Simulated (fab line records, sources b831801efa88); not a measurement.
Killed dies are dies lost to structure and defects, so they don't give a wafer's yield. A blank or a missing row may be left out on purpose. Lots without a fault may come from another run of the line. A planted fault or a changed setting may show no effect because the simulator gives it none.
Which tool did it? | flow sky130 | 14 lots, 42 wafers sampled, at 2 steps of a route of 708

WHAT THE GAUGES READ, wafer by wafer
SKY_LDD_P_CD_MEAS_07: target cd 380 nm.
lot  | measured     | on        | cd_nm (nm)
L233 | day 18 21:22 | cd_sem-02 | 377.9 377.2 375.8
L234 | day 19 08:00 | cd_sem-02 | 381.2 379.2 379.2
L235 | day 19 18:26 | cd_sem-02 | 381.3 381.1 380.6
L236 | day 20 01:18 | cd_sem-02 | 379.6 380.1 378.3
L238 | day 21 19:57 | cd_sem-02 | 379.1 375.9 380.0
L239 | day 22 12:43 | cd_sem-02 | 383.2 380.3 383.3
L240 | day 22 14:17 | cd_sem-02 | 379.0 374.5 375.9
L241 | day 22 19:22 | cd_sem-02 | 380.5 380.3 380.6
L245 | day 23 16:10 | cd_sem-01 | 379.3 379.1 383.0
L246 | day 24 00:26 | cd_sem-02 | 379.5 381.1 380.2
L249 | day 24 16:15 | cd_sem-02 | 363.6 375.7 366.0
L250 | day 25 01:26 | cd_sem-01 | 374.2 348.7 358.4
L255 | day 26 23:47 | cd_sem-02 | 378.1 377.5 382.7
L256 | day 27 10:43 | cd_sem-02 | 381.9 380.0 380.6

WHICH TOOL RAN EACH LOT (tool, then ch and the chambers of the sampled wafers, then the start)
lot  | SKY_LDD_P_EXPOSE_04
L233 | iline_stepper-02 ch 0, day 18 06:34
L234 | iline_stepper-02 ch 0, day 18 17:55
L235 | iline_stepper-01 ch 0, day 19 04:35
L236 | iline_stepper-01 ch 0, day 19 10:58
L238 | iline_stepper-01 ch 0, day 21 04:07
L239 | iline_stepper-01 ch 0, day 21 21:50
L240 | iline_stepper-02 ch 0, day 21 23:13
L241 | iline_stepper-01 ch 0, day 22 04:35
L245 | iline_stepper-02 ch 0, day 23 02:45
L246 | iline_stepper-02 ch 0, day 23 09:29
L249 | iline_stepper-02 ch 0, day 24 01:32
L250 | iline_stepper-02 ch 0, day 24 12:01
L255 | iline_stepper-01 ch 0, day 26 09:00
L256 | iline_stepper-01 ch 0, day 26 20:44
- SKY_LDD_P_EXPOSE_04: exposes mask PSDM, target cd 380 nm.

WHAT THE TOOLS THEMSELVES READ (means of the sampled wafers that have a number; where no wafer has one, the mark that the record gives instead)
The record holds no such reading with a usual standard deviation.

THE ANSWER, worked out from the rows above alone
Rule: what is usual is taken from the lots themselves. Put in order of their means at a reading, lots are off if they are a third of the lots or fewer, leave a main group of 4 or more, and stand apart from it by a gap of 3 or more times the standard deviation of the main group's means; of several such gaps the widest counts. A main group whose means are all the same, to the digits that the tables above print for the reading, isn't used. A lot without any number at a reading at which 4 lots or more have one is off too. The other lots that the step has rows for count as sound. The gauges are gone through in route order, then the tools' own readings, and for those a lot's mean is taken as printed above. The first step at which some lot is off is used, and at that step the reading that is off furthest; a lot without a number counts as furthest.
Off: L249, L250, at SKY_LDD_P_CD_MEAS_07 (cd_nm). The main group: mean 379.6 nm, standard deviation 1.6.
A tool fits if, at a process step before that reading, it ran every lot that is off, and no sound lot after the first of them. The gauges at SKY_LDD_P_CD_MEAS_07 are tried like those tools. One fits: iline_stepper-02 at SKY_LDD_P_EXPOSE_04. Its last sound lot is L246 (day 23 09:29), its first lot that is off L249 (day 24 01:32): a fault that began between those two fits.

WHAT THE SIMULATOR HAD PUT IN
Process parameter drift: iline_stepper-02, from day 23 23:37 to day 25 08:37, at SKY_LDD_P_EXPOSE_04. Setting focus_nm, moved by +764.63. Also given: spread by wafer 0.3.
Lots struck among those shown: L249, L250. The rule above found the same.
